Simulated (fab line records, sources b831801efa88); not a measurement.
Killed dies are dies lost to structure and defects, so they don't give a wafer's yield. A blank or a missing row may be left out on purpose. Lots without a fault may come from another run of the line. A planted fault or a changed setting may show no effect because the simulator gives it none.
A struck lot beside a sound one | flow sky130 | 43 steps out of a route of 708
Sound: wafers L680.1, L680.2, L680.6. Struck: wafer L688.3. (L688.1, L688.2 of the same lot were not struck and are left out.) The cause comes at the end.
At each step with rows: each side's tool, then ch and its chambers, then its first start. Under that, the readings that differ: sound wafers | struck wafers | difference of the means | sigmas: that difference in standard deviations of wafers without a fault.
alike: readings whose means differ by less than 2 such deviations, and words and numbers that are the same on both sides. not compared: withheld readings, readings that some wafer has no value for, bounds like >300 that may hide the same value, and numbers for which the record gives no deviation and whose values overlap.
The two part at a step that has a row with sigmas, a row that says differs or no value, or rows on one side only. Numbers that don't overlap but have no deviation are shown without sigmas and don't part them. A reading that every wafer of one side lacks parts them only if that side has two wafers or more.

SKY_SONOS_ONO_THK_MEAS_03:
  sound on film_metro-04, day 13 14:07; struck on film_metro-01, day 16 07:25
  alike: SONOS_ONO_CVD_02_THK
then, 1 step without rows for these wafers: SKY_SONOS_ONO_CVD_04 (deposits SiO2 from SiH4/N2O, target thk 5.7199 nm).
SKY_SONOS_ONO_THK_MEAS_05:
  sound on film_metro-01, day 13 15:26; struck on film_metro-04, day 16 08:44
  alike: SONOS_ONO_CVD_04_THK
then, 7 steps without rows for these wafers: SKY_SONOS_ONO_DEHYDRATE_06 (time 60 s); SKY_SONOS_ONO_HMDS_07 (prime time 60 s); SKY_SONOS_ONO_COAT_08 (resist thk 1140 nm); SKY_SONOS_ONO_SOFTBAKE_09 (time 60 s); SKY_SONOS_ONO_EXPOSE_10 (exposes mask ONOM, target cd 410 nm); SKY_SONOS_ONO_PEB_11; SKY_SONOS_ONO_DEVELOP_12 (develop time 60 s).
SKY_SONOS_ONO_CD_MEAS_13: target cd 410 nm.
  sound on cd_sem-01, day 14 17:32; struck on cd_sem-02, day 17 13:28
  reading    | sound             | struck | difference | sigmas
  cd_nm (nm) | 409.2 409.8 410.9 | 405.6  | -4.4       | -2
SKY_SONOS_ONO_OVL_MEAS_14:
  sound on overlay-01, day 14 17:40; struck on overlay-01, day 17 13:35
  alike: SONOS_ONO_OVL
SKY_SONOS_ONO_ETCH_15: etches the open film in CHF3/O2, target depth 19.52 nm, time 7.8 s.
  sound on rie_diel-02 ch 0,2,3, day 14 17:42; struck on rie_diel-02 ch 0, day 17 13:38
  alike: chf3_flow_sccm, drypump_motor_current_A, oes_product_au, throttle_valve_pct
  not compared: rf_hours_counter_h
then, 1 step without rows for these wafers: SKY_SONOS_ONO_WET_ETCH_16 (etches SiO2 in dHF, target depth 14 nm, time 280 s).
SKY_SONOS_ONO_STRIP_17: strips in O2/N2.
  sound on plasma_asher-04 ch 0,1, day 14 17:48; struck on plasma_asher-04 ch 0, day 17 13:44
  alike: drypump_motor_current_A, oes_product_au, strip_time_to_endpoint_s
  not compared: rf_hours_counter_h
then, 3 steps without rows for these wafers: SKY_SONOS_ONO_WET_ETCH_18 (etches Si3N4 in H3PO4, target depth 15 nm, time 172 s); SKY_GATE_OXIDE_CLEAN_00 (cleans in SC1/SC2, time 150 s); SKY_GATE_OXIDE_OXIDATION_01 (stabilise 600 s, purge 300 s, target thk 10.268 nm).
SKY_GATE_OXIDE_THK_MEAS_02:
  sound on film_metro-01, day 14 20:10; struck on film_metro-04, day 17 16:40
  alike: GATE_OXIDE_OXIDATION_00_THK
then, 7 steps without rows for these wafers: SKY_GATE_OXIDE_DEHYDRATE_03 (time 60 s); SKY_GATE_OXIDE_HMDS_04 (prime time 60 s); SKY_GATE_OXIDE_COAT_05 (resist thk 1140 nm); SKY_GATE_OXIDE_SOFTBAKE_06 (time 60 s); SKY_GATE_OXIDE_EXPOSE_07 (exposes mask LVOM, target cd 600 nm); SKY_GATE_OXIDE_PEB_08; SKY_GATE_OXIDE_DEVELOP_09 (develop time 60 s).
SKY_GATE_OXIDE_OVL_MEAS_10:
  sound on overlay-02, day 15 22:58; struck on overlay-02, day 18 22:13
  alike: GATE_OXIDE_OVL
then, 2 steps without rows for these wafers: SKY_GATE_OXIDE_IMPLANT_11; SKY_GATE_OXIDE_WET_ETCH_12 (etches SiO2 in dHF, target depth 16.8 nm, time 336 s).
SKY_GATE_OXIDE_STRIP_13: strips in O2/N2.
  sound on plasma_asher-04 ch 0,1, day 15 23:16; struck on plasma_asher-04 ch 0, day 18 22:32
  alike: drypump_motor_current_A, oes_product_au, strip_time_to_endpoint_s
  not compared: rf_hours_counter_h
SKY_GATE_OXIDE_TW_MEAS_14:
  sound on film_metro-02, day 15 23:22; struck on film_metro-04, day 18 22:38
  alike: GATE_OXIDE_TW
then, 3 steps without rows for these wafers: SKY_GATE_OXIDE_CLEAN_15 (cleans in SC1/SC2, time 150 s); SKY_GATE_OXIDE_OXIDATION_16 (stabilise 600 s, purge 300 s, target thk 3.57 nm); SKY_POLY_GATE_CVD_00 (deposits poly-Si, target thk 180 nm, time 720 s).
SKY_POLY_GATE_THK_MEAS_01:
  sound on film_metro-03, day 16 03:14; struck on film_metro-03, day 19 03:38
  alike: POLY_GATE_CVD_00_THK
then, 7 steps without rows for these wafers: SKY_RES_PROTECT_DEHYDRATE_00 (time 60 s); SKY_RES_PROTECT_HMDS_01 (prime time 60 s); SKY_RES_PROTECT_COAT_02 (resist thk 1140 nm); SKY_RES_PROTECT_SOFTBAKE_03 (time 60 s); SKY_RES_PROTECT_EXPOSE_04 (exposes mask RPM, target cd 1270 nm); SKY_RES_PROTECT_PEB_05; SKY_RES_PROTECT_DEVELOP_06 (develop time 60 s).
-- the record jumps here: 30 days lie between the struck wafers' starts before and after (it left off in module RES_PROTECT and takes up again in module PAD_OPEN, whose first step shown is number 708 of the route) --
SKY_PAD_OPEN_PROBE_99:
  sound on prober-01, day 47 06:18; struck on prober-01, day 49 05:07
  reading             | sound    | struck                   | difference                   | sigmas
  hold                | - - -    | await_dispo/8.7h/release | no value on the sound wafers |
  killed_at_front_end | 12 9 12  | 48                       | +37                          | +9
  killed_dies         | 82 72 83 | 129                      | +50                          | +6
  killed_on_rim       | 24 10 19 | 28                       | +10                          | +3
  killed_short        | 26 30 36 | 42                       | +11                          | +2
  alike: killed_at_M0_to_M3, killed_at_M4_up, killed_at_contacts, killed_at_other, killed_open

WHERE THEY PART
First at SKY_SONOS_ONO_CD_MEAS_13; last, within this record, at SKY_PAD_OPEN_PROBE_99.

WHY: what the simulator had put in
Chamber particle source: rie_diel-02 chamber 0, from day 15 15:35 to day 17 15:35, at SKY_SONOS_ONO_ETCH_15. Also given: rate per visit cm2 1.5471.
